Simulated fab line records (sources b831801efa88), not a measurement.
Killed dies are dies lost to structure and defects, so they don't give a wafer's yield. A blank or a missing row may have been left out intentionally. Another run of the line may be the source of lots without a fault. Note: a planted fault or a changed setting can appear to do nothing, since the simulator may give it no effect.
The same fault as seen by 2 desks ; flow gf180mcu ; every desk sees just its own numbers, and what lay behind them comes last

METROLOGY DESK
What the gauges read, lot by lot, whatever tool the lot ran on: means of the sampled wafers that have a number. The brackets show how far a lot's mean lies from the usual mean; more than 4 standard deviations puts the lot out of limits, marked OUT.
Columns: A = M5_OVL at GF_M5_OVL_MEAS_08, usual 3 nm; B = V5_CVD_00_THK at GF_V5_THK_MEAS_01, usual 298 nm
lot;first seen here;A;B
L775;day 26 05:16;6;300
L776;day 26 12:06;14;301
L778;day 27 04:03;11;293
L779;day 27 14:42;5;303
L780;day 27 23:51;3;297
L781;day 28 03:33;-4;298
L783;day 28 23:45;8;295
L784;day 29 07:05;-6;300
L786;day 29 19:27;10;297
L792;day 31 12:43;0;301
L794;day 31 19:09;-1;293
L795;day 32 02:43;10;288
L796;day 32 07:11;5;301
This desk's verdict: no lot among the 13 shows anything out of limits.

TOOL OWNER'S DESK, pvd_sputter-04
The tool's own readings at GF_M1_SPUTTER_00 (material Ti, target thk 37.5 nm, time 150 s): means of the sampled wafers that have a number, for each lot that ran on this tool. The brackets show how far a lot's mean lies from the usual mean; more than 4 standard deviations puts the lot out of limits, marked OUT.
Columns: A = throttle_valve_pct at GF_M1_SPUTTER_00, usual 29.9 %
lot;first seen here;A
L775;day 16 02:36;30.3
L776;day 16 09:29;30.4
L778;day 17 03:17;29.8
L781;day 18 06:38;30.2
L792;day 22 13:55;30.2
L794;day 22 23:30;29.9
This desk's verdict: no lot among the 6 shows anything out of limits.

ALL TOGETHER
At the metrology desk, nothing out of limits was observed.
Nothing out of limits was seen by the tool owner's desk.

WHAT THE SIMULATOR PUT IN
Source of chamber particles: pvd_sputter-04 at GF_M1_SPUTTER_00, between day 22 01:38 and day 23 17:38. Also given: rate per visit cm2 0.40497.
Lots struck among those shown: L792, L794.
